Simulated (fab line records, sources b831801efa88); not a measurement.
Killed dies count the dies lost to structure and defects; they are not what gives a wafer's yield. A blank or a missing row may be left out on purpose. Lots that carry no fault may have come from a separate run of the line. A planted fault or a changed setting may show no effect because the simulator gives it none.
A single fault, viewed from 2 desks / flow gf180mcu / every desk sees just its own numbers, and what lay behind them comes last

## DESK OF THE TOOL OWNER: rie metal-01
The tool's own readings at GF_M3_METAL_ETCH_16 (etches the open film in Cl2/BCl3, stops on SiO2, target depth 750.8 nm, time 125.1 s): means of the sampled wafers that have a number, for each lot that ran on this tool. The brackets show how far a lot's mean lies from the usual mean; more than 4 standard deviations puts the lot out of limits, marked OUT.
Columns: A = chamber pressure mTorr at GF_M3_METAL_ETCH_16, usual 8.000 mTorr; B = drypump motor current A at GF_M3_METAL_ETCH_16, usual 5.9 A; C = oes product au at GF_M3_METAL_ETCH_16, usual 0.988 a.u.; D = rf fwd power W at GF_M3_METAL_ETCH_16, usual 796.4 W; E = throttle valve pct at GF_M3_METAL_ETCH_16, usual 28.231 %
lot=L598; first seen here=day 21 21:11; A=7.990; B=6.2; C=0.985; D=796.7; E=28.226
lot=L605; first seen here=day 24 09:35; A=7.999; B=5.8; C=0.987; D=844.3 (+18) OUT; E=28.230
lot=L607; first seen here=day 24 22:47; A=7.996; B=5.8; C=0.993; D=839.6 (+16) OUT; E=28.229
lot=L614; first seen here=day 27 09:56; A=8.005; B=6.2; C=0.983; D=793.7; E=28.234
This desk's verdict: out of limits on L605, L607, starting with L605 at day 24 09:35 (rf fwd power W at GF_M3_METAL_ETCH_16). In limits: L598, L614.

## THE METROLOGY DESK
What the gauges read for every lot (on any tool): the sampled wafers with a number, averaged. The brackets show how far a lot's mean lies from the usual mean; more than 4 standard deviations puts the lot out of limits, marked OUT.
Columns: A = cd nm at GF_V2_CD_MEAS_14, usual 259.8 nm; B = V3_CVD_00_THK at GF_V3_THK_MEAS_01, usual 597 nm
lot=L597; first seen here=day 20 11:11; A=259.5; B=596
lot=L598; first seen here=day 20 20:09; A=260.7; B=603
lot=L605; first seen here=day 23 09:29; A=259.1; B=603
lot=L607; first seen here=day 23 22:43; A=259.4; B=596
lot=L611; first seen here=day 25 22:24; A=259.4; B=598
lot=L612; first seen here=day 25 23:44; A=260.1; B=592
lot=L613; first seen here=day 26 00:54; A=258.6; B=602
lot=L614; first seen here=day 26 11:10; A=258.2; B=598
lot=L616; first seen here=day 26 23:58; A=260.4; B=598
lot=L617; first seen here=day 27 11:30; A=259.4; B=597
lot=L619; first seen here=day 28 02:14; A=259.7; B=591
This desk found nothing out of limits on any of the 11 lots.

## TAKEN TOGETHER
On L605, L607, at day 24 09:35, an alarm was possible from the tool owner's desk.
The metrology desk saw nothing out of limits.
The metrology desk has L605, L607 on record, within its limits.
Every lot named ran GF_M3_METAL_ETCH_16 on rie metal-01.

## WHAT HAD BEEN PUT IN BY THE SIMULATOR
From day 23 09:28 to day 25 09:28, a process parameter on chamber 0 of rie metal-01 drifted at GF_M3_METAL_ETCH_16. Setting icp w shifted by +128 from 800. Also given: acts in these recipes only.
Shown lots that were struck: L605, L607.
Hours from the fault's start to each desk's first reading out of limits: the tool owner's desk, 24.
